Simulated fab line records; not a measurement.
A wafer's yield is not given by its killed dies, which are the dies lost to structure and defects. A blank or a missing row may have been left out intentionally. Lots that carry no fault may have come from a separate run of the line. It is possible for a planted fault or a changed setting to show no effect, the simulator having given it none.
Comparing a struck lot with a sound one    flow sky130    15 out of 708 route steps
Sound: the wafers L964.2, L964.3, L964.6. Wafers L978.1, L978.3, L978.5 were the ones struck. The cause is given at the end.
Order at every step that has rows: each side's tool, ch and its chambers, its first start. Under that, the readings that differ: sound wafers    struck wafers    difference of the means    sigmas: that difference in standard deviations of wafers without a fault.
alike: readings whose means differ by less than 2 such deviations, and words and numbers that are the same on both sides. not compared: withheld readings, readings that some wafer has no value for, bounds like >300 that may hide the same value, and numbers for which the record gives no deviation and whose values overlap.
Wherever a step has rows on one side only, a row that says differs or no value, or a row with sigmas, the two part there. When numbers do not overlap yet have no deviation, they are printed without sigmas and do not part them. A reading that every wafer of one side lacks parts them only if that side has two wafers or more.

SKY_POLY_GATE_CD_MEAS_22:
  sound: cd_sem-02 at day 17 14:48; struck: cd_sem-01 at day 22 14:49
  alike: cd_nm
then, 7 steps without rows for these wafers: SKY_LDD_N_DEHYDRATE_00 (time 60 s); SKY_LDD_N_HMDS_01 (prime time 60 s); SKY_LDD_N_COAT_02 (resist thk 300 nm); SKY_LDD_N_SOFTBAKE_03 (time 60 s); SKY_LDD_N_EXPOSE_04 (exposes mask NTM, target cd 840 nm); SKY_LDD_N_PEB_05; SKY_LDD_N_DEVELOP_06 (develop time 60 s).
SKY_LDD_N_OVL_MEAS_07:
  sound: overlay-02 at day 18 19:46; struck: overlay-02 at day 23 21:43
  alike: LDD_N_OVL
then, 3 steps without rows for these wafers: SKY_LDD_N_IMPLANT_08; SKY_LDD_N_IMPLANT_09; SKY_LDD_N_IMPLANT_10.
SKY_LDD_N_IMPLANT_11:
  sound on implanter-03 ch 0, day 18 20:17; struck on implanter-03 ch 0, day 23 22:12
reading                    sound                 struck                difference  sigmas
beam_energy_keV            20.010 20.005 19.993  21.728 21.735 21.725  +1.727      +99 or more
model.implant.rp_nm (nm)   15.27 15.27 15.27     17.01 17.01 17.01     +1.74       
model.implant.drp_nm (nm)  7.212 7.212 7.212     7.638 7.638 7.638     +0.426      
  alike: end_station_pressure_torr, faraday_current_uA
after that, 1 step had no rows for these wafers: SKY_LDD_N_IMPLANT_12.
-- record jumps: 26 days separate the struck wafers' starts on either side; left off in module LDD_N, taken up again in module PAD_OPEN, whose first shown step is the route's number 708 --
SKY_PAD_OPEN_PROBE_99:
  the record has rows for the struck wafers here (prober-01, day 49 17:34) and none for the sound ones

WHERE THEY PART
Earliest at SKY_LDD_N_IMPLANT_11; latest, in this record, at SKY_PAD_OPEN_PROBE_99.

WHY: what had been put in by the simulator
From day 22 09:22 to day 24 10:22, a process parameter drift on implanter-03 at SKY_LDD_N_IMPLANT_11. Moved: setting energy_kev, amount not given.
